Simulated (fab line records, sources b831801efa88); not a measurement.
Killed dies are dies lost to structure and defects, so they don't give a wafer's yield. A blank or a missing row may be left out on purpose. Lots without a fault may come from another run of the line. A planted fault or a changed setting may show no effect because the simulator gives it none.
A struck lot beside a sound one | flow gf180mcu | 2 steps out of a route of 602
Sound: wafers L963.1, L963.2, L963.3. Struck: wafers L967.1, L967.4, L967.6. The cause comes at the end.
At each step with rows: each side's tool, then ch and its chambers, then its first start. Under that, the readings that differ: sound wafers | struck wafers | difference of the means | sigmas: that difference in standard deviations of wafers without a fault.
alike: readings whose means differ by less than 2 such deviations, and words and numbers that are the same on both sides. not compared: withheld readings, readings that some wafer has no value for, bounds like >300 that may hide the same value, and numbers for which the record gives no deviation and whose values overlap.
The two part at a step that has a row with sigmas, a row that says differs or no value, or rows on one side only. Numbers that don't overlap but have no deviation are shown without sigmas and don't part them. A reading that every wafer of one side lacks parts them only if that side has two wafers or more.

GF_STI_BOW_MEAS_00:
  sound on film_metro-03, day 2 11:00; struck on film_metro-04, day 3 07:00
  alike: INCOMING_BOW
GF_STI_OXIDATION_01: stabilise 600 s, purge 300 s, target thk 10 nm.
  sound on furnace-02 ch 0, day 2 12:00; struck on furnace-01, day 3 07:07
  no value came back on the struck wafers for ox_temp_c (C), ox_temp_c_max, spike_tc_top_C (C); on the sound wafers ox_temp_c (C) reads 899.2 899.9 899.9

WHERE THEY PART
Only at GF_STI_OXIDATION_01, within this record.

WHY: what the simulator had put in
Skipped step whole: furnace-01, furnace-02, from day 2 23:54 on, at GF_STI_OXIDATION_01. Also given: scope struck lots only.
